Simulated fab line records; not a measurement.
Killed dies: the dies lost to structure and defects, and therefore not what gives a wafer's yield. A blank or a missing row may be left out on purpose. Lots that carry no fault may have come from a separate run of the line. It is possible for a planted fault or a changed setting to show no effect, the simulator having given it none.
What tool caused it? + flow gf180mcu + 15 lots, 45 wafers sampled, at 4 steps of a route of 602

## WHAT THE GAUGES SHOWED, per wafer
No reading from a measuring or inspecting step in the record can be judged against a usual standard deviation.

## TOOL THAT RAN EACH LOT (tool first, then ch and the chambers of the sampled wafers, then the start)
| lot  | GF_V3_STRIP_18                       | GF_V3_SPUTTER_21             | GF_V3_CVD_23                  | GF_M4_SPUTTER_02             |
|------|--------------------------------------|------------------------------|-------------------------------|------------------------------|
| L863 | plasma_asher-01 ch 0,1, day 22 19:55 | pvd_sputter-03, day 22 20:27 | cvd_w-02 ch 0,1, day 22 20:33 | pvd_sputter-04, day 22 21:16 |
| L864 | plasma_asher-03 ch 0,1, day 23 02:44 | pvd_sputter-03, day 23 03:20 | cvd_w-02 ch 0,1, day 23 03:26 | pvd_sputter-02, day 23 04:09 |
| L865 | plasma_asher-03 ch 0,1, day 23 09:17 | pvd_sputter-03, day 23 09:49 | cvd_w-02 ch 0,1, day 23 09:55 | pvd_sputter-02, day 23 10:38 |
| L867 | plasma_asher-01 ch 0,1, day 25 01:08 | pvd_sputter-04, day 25 01:41 | cvd_w-01 ch 0,1, day 25 01:47 | pvd_sputter-02, day 25 03:09 |
| L869 | plasma_asher-01 ch 0,1, day 25 07:00 | pvd_sputter-03, day 25 07:30 | cvd_w-01 ch 0,1, day 25 07:38 | pvd_sputter-03, day 25 08:20 |
| L870 | plasma_asher-01 ch 0,1, day 25 18:26 | pvd_sputter-01, day 25 18:58 | cvd_w-01 ch 0,1, day 25 19:04 | pvd_sputter-02, day 25 19:47 |
| L872 | plasma_asher-04 ch 0,1, day 25 23:39 | pvd_sputter-03, day 26 00:11 | cvd_w-02 ch 0,1, day 26 00:19 | -                            |
| L873 | plasma_asher-01 ch 0,1, day 27 00:05 | pvd_sputter-04, day 27 00:37 | cvd_w-02 ch 0,1, day 27 00:43 | -                            |
| L874 | plasma_asher-03 ch 0,1, day 27 00:26 | pvd_sputter-01, day 27 00:59 | cvd_w-01 ch 0,1, day 27 01:05 | -                            |
| L880 | plasma_asher-04 ch 1, day 28 19:38   | pvd_sputter-04, day 28 20:31 | cvd_w-02 ch 1, day 28 20:37   | pvd_sputter-03, day 28 21:21 |
| L881 | plasma_asher-01 ch 0,1, day 28 21:56 | pvd_sputter-04, day 28 22:36 | cvd_w-02 ch 0, day 28 22:42   | pvd_sputter-04, day 28 23:51 |
| L882 | plasma_asher-01 ch 0,1, day 29 02:58 | pvd_sputter-04, day 29 03:39 | cvd_w-02 ch 1, day 29 03:45   | pvd_sputter-04, day 29 04:28 |
| L883 | plasma_asher-03 ch 0,1, day 29 13:37 | pvd_sputter-04, day 29 14:08 | cvd_w-02 ch 0,1, day 29 14:16 | pvd_sputter-03, day 29 14:57 |
| L884 | plasma_asher-01 ch 0, day 29 18:44   | pvd_sputter-03, day 29 19:19 | cvd_w-01 ch 0,1, day 29 19:25 | pvd_sputter-04, day 29 20:08 |
| L885 | plasma_asher-03 ch 0,1, day 30 11:53 | pvd_sputter-04, day 30 12:26 | cvd_w-02 ch 0,1, day 30 12:36 | pvd_sputter-03, day 30 13:37 |
- GF_V3_STRIP_18: strips in O2/N2.
- GF_V3_SPUTTER_21: material Ti, target thk 15 nm, time 80.02 s.
- GF_V3_CVD_23: deposits W, target thk 350 nm, time 104.9 s.
- GF_M4_SPUTTER_02: material AlCu, target thk 450 nm, time 23.9 s.

## AS READ BY THE TOOLS THEMSELVES (means over the sampled wafers that have a number; for cases with no such wafer, the mark the record gives instead)
GF_V3_STRIP_18.
| lot  | tool            | chamber_pressure_mTorr (mTorr) | drypump_motor_current_A (A) | heater_power_w (W) | oes_product_au (a.u.) |
|------|-----------------|--------------------------------|-----------------------------|--------------------|-----------------------|
| L863 | plasma_asher-01 | 1500.4                         | 5.4                         | 326                | 0.593                 |
| L864 | plasma_asher-03 | 1500.2                         | 6.3                         | 289                | 0.592                 |
| L865 | plasma_asher-03 | 1501.1                         | 6.3                         | 288                | 0.598                 |
| L867 | plasma_asher-01 | 1499.4                         | 5.5                         | 330                | 0.595                 |
| L869 | plasma_asher-01 | 1500.1                         | 5.5                         | 331                | 0.591                 |
| L870 | plasma_asher-01 | 1500.4                         | 5.5                         | 330                | 0.599                 |
| L872 | plasma_asher-04 | -                              | -                           | -                  | -                     |
| L873 | plasma_asher-01 | -                              | -                           | -                  | -                     |
| L874 | plasma_asher-03 | -                              | -                           | -                  | -                     |
| L880 | plasma_asher-04 | 1499.9                         | 5.9                         | 303                | 0.592                 |
| L881 | plasma_asher-01 | 1499.9                         | 5.4                         | 329                | 0.597                 |
| L882 | plasma_asher-01 | 1499.8                         | 5.4                         | 326                | 0.595                 |
| L883 | plasma_asher-03 | 1498.9                         | 6.0                         | 303                | 0.594                 |
| L884 | plasma_asher-01 | 1500.6                         | 5.2                         | 313                | 0.591                 |
| L885 | plasma_asher-03 | 1500.5                         | 6.0                         | 307                | 0.598                 |

GF_V3_SPUTTER_21.
| lot  | tool           | throttle_valve_pct (%) |
|------|----------------|------------------------|
| L863 | pvd_sputter-03 | 30.9                   |
| L864 | pvd_sputter-03 | 30.6                   |
| L865 | pvd_sputter-03 | 30.9                   |
| L867 | pvd_sputter-04 | 31.6                   |
| L869 | pvd_sputter-03 | 30.9                   |
| L870 | pvd_sputter-01 | 29.5                   |
| L872 | pvd_sputter-03 | 30.7                   |
| L873 | pvd_sputter-04 | 29.3                   |
| L874 | pvd_sputter-01 | 28.6                   |
| L880 | pvd_sputter-04 | 30.1                   |
| L881 | pvd_sputter-04 | 30.1                   |
| L882 | pvd_sputter-04 | 30.9                   |
| L883 | pvd_sputter-04 | 31.9                   |
| L884 | pvd_sputter-03 | 30.7                   |
| L885 | pvd_sputter-04 | 30.5                   |

GF_V3_CVD_23.
| lot  | tool     | heater_power_w (W) | susceptor_temp_C (C) |
|------|----------|--------------------|----------------------|
| L863 | cvd_w-02 | 752                | 399.90               |
| L864 | cvd_w-02 | 804                | 400.04               |
| L865 | cvd_w-02 | 749                | 400.04               |
| L867 | cvd_w-01 | 942                | 400.14               |
| L869 | cvd_w-01 | 943                | 400.03               |
| L870 | cvd_w-01 | 954                | 400.14               |
| L872 | cvd_w-02 | 761                | 399.96               |
| L873 | cvd_w-02 | 758                | 400.05               |
| L874 | cvd_w-01 | 964                | 399.81               |
| L880 | cvd_w-02 | 714                | 400.08               |
| L881 | cvd_w-02 | 838                | 399.95               |
| L882 | cvd_w-02 | 711                | 399.81               |
| L883 | cvd_w-02 | 806                | 400.17               |
| L884 | cvd_w-01 | 975                | 399.92               |
| L885 | cvd_w-02 | 798                | 399.98               |

GF_M4_SPUTTER_02.
| lot  | tool           | throttle_valve_pct (%) |
|------|----------------|------------------------|
| L863 | pvd_sputter-04 | 30.6                   |
| L864 | pvd_sputter-02 | 29.2                   |
| L865 | pvd_sputter-02 | 29.7                   |
| L867 | pvd_sputter-02 | 29.7                   |
| L869 | pvd_sputter-03 | 30.9                   |
| L870 | pvd_sputter-02 | 29.9                   |
| L880 | pvd_sputter-03 | 30.8                   |
| L881 | pvd_sputter-04 | 29.0                   |
| L882 | pvd_sputter-04 | 30.1                   |
| L883 | pvd_sputter-03 | 30.8                   |
| L884 | pvd_sputter-04 | 29.2                   |
| L885 | pvd_sputter-03 | 31.0                   |

## THE ANSWER, worked out from the rows above alone
Rule: usual is defined by the lots themselves. Put in order of their means at a reading, lots are off if they are a third of the lots or fewer, leave a main group of 4 or more, and stand apart from it by a gap of 3 or more times the standard deviation of the main group's means; of several such gaps the widest counts. If all means in a main group match to the digits the tables above print for the reading, that group is not used. A lot without any number at a reading at which 4 lots or more have one is off too. All remaining lots with rows at the step are treated as sound. The gauges are gone through in route order, then the tools' own readings, and for those a lot's mean is taken as printed above. At the first step where some lot is off, the reading lying furthest off is the one used; lots without a number count as furthest.
Off: L872, L873, L874 (GF_V3_STRIP_18, chamber_pressure_mTorr). Without a number there: L872, L873, L874. Mean 1500.1 mTorr and standard deviation 0.56 in the main group.
If a tool, at that step or one of the process steps before it, ran each lot that is off and ran no sound lot following the first of them, it fits. None of those tried fits.

## WHAT THE SIMULATOR PUT IN
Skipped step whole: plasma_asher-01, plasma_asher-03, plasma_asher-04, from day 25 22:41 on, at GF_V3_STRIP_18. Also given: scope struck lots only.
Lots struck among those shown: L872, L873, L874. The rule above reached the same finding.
